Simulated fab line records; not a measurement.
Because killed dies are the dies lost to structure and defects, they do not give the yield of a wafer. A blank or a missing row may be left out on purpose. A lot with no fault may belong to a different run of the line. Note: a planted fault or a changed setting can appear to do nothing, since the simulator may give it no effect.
A struck lot beside a sound one	flow sky130	32 steps out of a route of 708
Sound: wafers L508.1, L508.2, L508.6. Wafers L500.1, L500.2, L500.3 were the ones struck. Last of all comes the cause.
Per side, at each step with rows, come the tool, then ch with its chambers, and then its first start. Under that, the readings that differ: sound wafers	struck wafers	difference of the means	sigmas: that difference in standard deviations of wafers without a fault.
alike: readings with means less than 2 such deviations apart, plus words and numbers identical on both sides. not compared: withheld readings, readings lacking a value on some wafer, bounds such as >300 that could conceal the same value, and numbers that have no deviation in the record and whose values overlap.
Wherever a step has rows on one side only, a row that says differs or no value, or a row with sigmas, the two part there. Numbers that have no deviation but don't overlap get no sigmas and don't part them. A reading that every wafer of one side lacks parts them only if that side has two wafers or more.

SKY_PWDE_OVL_MEAS_07:
  sound on overlay-02 at day 8 00:44; struck on overlay-01 at day 6 12:50
  alike: PWDE_OVL
following that, these wafers have no rows for 1 step: SKY_PWDE_IMPLANT_08.
SKY_PWDE_STRIP_09: strips in O2/N2.
  sound on plasmaAsher-04 ch 0,1, day 8 00:55; struck on plasmaAsher-02 ch 0,1, day 6 13:01
  alike: drypumpMotorCurrentA, oesProductAu, stripTimeToEndpointS
  not compared: rfHoursCounterH
SKY_PWDE_TW_MEAS_10:
  sound on filmMetro-03 at day 8 01:01; struck on filmMetro-04 at day 6 13:07
reading	sound	struck	difference	sigmas
PWDE_TW	367 369 366	379 377 376	+10	+2
then, 7 steps without rows for these wafers: SKY_NWELL_DEHYDRATE_03 (time 60 s); SKY_NWELL_HMDS_04 (prime time 60 s); SKY_NWELL_COAT_05 (resist thk 3000 nm); SKY_NWELL_SOFTBAKE_06; SKY_NWELL_EXPOSE_07 (exposes mask NWM, target cd 840 nm); SKY_NWELL_PEB_08; SKY_NWELL_DEVELOP_09 (develop time 60 s).
SKY_NWELL_OVL_MEAS_10:
  sound on overlay-02 at day 8 21:35; struck on overlay-01 at day 7 08:50
  alike: NWELL_00_OVL
SKY_NWELL_IMPLANT_11:
  sound on implanter-01 ch 0, day 8 21:37; struck on implanter-02 ch 0, day 7 08:52
reading	sound	struck	difference	sigmas
doseIonsCm2	1.8978e+13 1.8989e+13 1.9015e+13	2.7996e+13 2.8052e+13 2.804e+13	+9.0353e+12	+99 or more
faradayCurrentUA	106.3 109.3 105.3	160.6 159.2 151.5	+50.1	+26
then, 2 steps without rows for these wafers: SKY_NWELL_IMPLANT_12; SKY_NWELL_IMPLANT_13.
SKY_NWELL_STRIP_14: strips in O2/N2.
  sound on plasmaAsher-01 ch 0,1, day 8 22:04; struck on plasmaAsher-01 ch 0,1, day 7 09:19
  alike: drypumpMotorCurrentA, oesProductAu, stripTimeToEndpointS
  not compared: rfHoursCounterH
SKY_NWELL_TW_MEAS_15:
  sound on filmMetro-03 at day 8 22:10; struck on filmMetro-04 at day 7 09:25
reading	sound	struck	difference	sigmas
NWELL_TW	1795 1808 1792	2065 2080 2055	+268	+15
then, 7 steps without rows for these wafers: SKY_NWELL_DEHYDRATE_16 (time 60 s); SKY_NWELL_HMDS_17 (prime time 60 s); SKY_NWELL_COAT_18 (resist thk 3000 nm); SKY_NWELL_SOFTBAKE_19; SKY_NWELL_EXPOSE_20 (exposes mask NWM COMPLEMENT, target cd 840 nm); SKY_NWELL_PEB_21; SKY_NWELL_DEVELOP_22 (develop time 60 s).
SKY_NWELL_OVL_MEAS_23:
  sound on overlay-01 at day 9 18:50; struck on overlay-02 at day 8 05:26
  alike: NWELL_01_OVL
following that, these wafers have no rows for 1 step: SKY_NWELL_IMPLANT_24.
SKY_NWELL_STRIP_25: strips in O2/N2.
  sound on plasmaAsher-04 ch 0,1, day 9 19:01; struck on plasmaAsher-01 ch 0,1, day 8 05:37
  alike: drypumpMotorCurrentA, oesProductAu, stripTimeToEndpointS
  not compared: rfHoursCounterH
SKY_NWELL_TW_MEAS_26:
  sound on filmMetro-01 at day 9 19:07; struck on filmMetro-03 at day 8 05:43
reading	sound	struck	difference	sigmas
NWELL_2_TW	500 501 501	485 488 490	-13	-2
then, 1 step without rows for these wafers: SKY_NWELL_CLEAN_27 (cleans in SC1/SC2, time 150 s).
SKY_NWELL_RTA_28: time 30 s.
  sound on rtpAnneal-01 ch 0, day 9 19:14; struck on rtpAnneal-01 ch 0, day 8 05:50
  alike: lampPowerPct, wafer_temp_C_max
SKY_NWELL_RS_MEAS_29: the measuring method here is four-point-probe.
  sound on filmMetro-04 at day 9 19:20; struck on filmMetro-01 at day 8 05:56
reading	sound	struck	difference	sigmas
NWELL_RS (ohm/sq)	624.6 624.6 626.7	504.8 506.0 505.1	-120.0	-80
-- the record jumps here: 40 days lie between the struck wafers' starts before and after (it left off in module NWELL and takes up again in module PAD_OPEN, whose first step shown is number 708 of the route) --
SKY_PAD_OPEN_PROBE_99:
  sound on prober-02 at day 51 21:56; struck on prober-01 at day 47 23:48
reading	sound	struck	difference	sigmas
model.etest.nfet_16v.rOnOhmUm	1.356e+04 1.355e+04 1.36e+04	1.242e+04 1.248e+04 1.252e+04	-1.097e+03	
model.etest.pfet_16v.rOnOhmUm	1.531e+04 1.505e+04 1.521e+04	1.61e+04 1.637e+04 1.646e+04	+1.12e+03	
model.etest.resNwell.lineOhmUm	1323 1290 1302	884.1 918.7 914.8	-399.1	
model.etest.resNwell.rsOhmSq	1065 1055 1055	771.5 806.1 789.1	-269.4	
model.etest.pfetG5v0d10v5.rOnOhmUm	4761 4698 4803	4962 4929 4997	+209	
model.etest.tip_p_5v.rsOhmSq	2896 2912 2918	3010 3013 3012	+103	
model.etest.resNwell.widthNm (nm)	818.8 814.7 817.6	868.6 874.2 876.9	+56.2	
model.etest.resIsoPwell.widthNm (nm)	2671 2668 2659	2609 2604 2615	-57	
  alike: killed_at_M0_to_M3, killed_at_M4_up, killedAtContacts, killedAtFrontEnd, killedAtOther, killedDies, killedOnRim, killedOpen, killedShort

== WHERE THEY PART ==
Earliest at SKY_PWDE_TW_MEAS_10; latest, in this record, at SKY_NWELL_RS_MEAS_29. Later steps at which nothing parts them and some readings are alike: SKY_PAD_OPEN_PROBE_99.

WHY: whatever the simulator had introduced
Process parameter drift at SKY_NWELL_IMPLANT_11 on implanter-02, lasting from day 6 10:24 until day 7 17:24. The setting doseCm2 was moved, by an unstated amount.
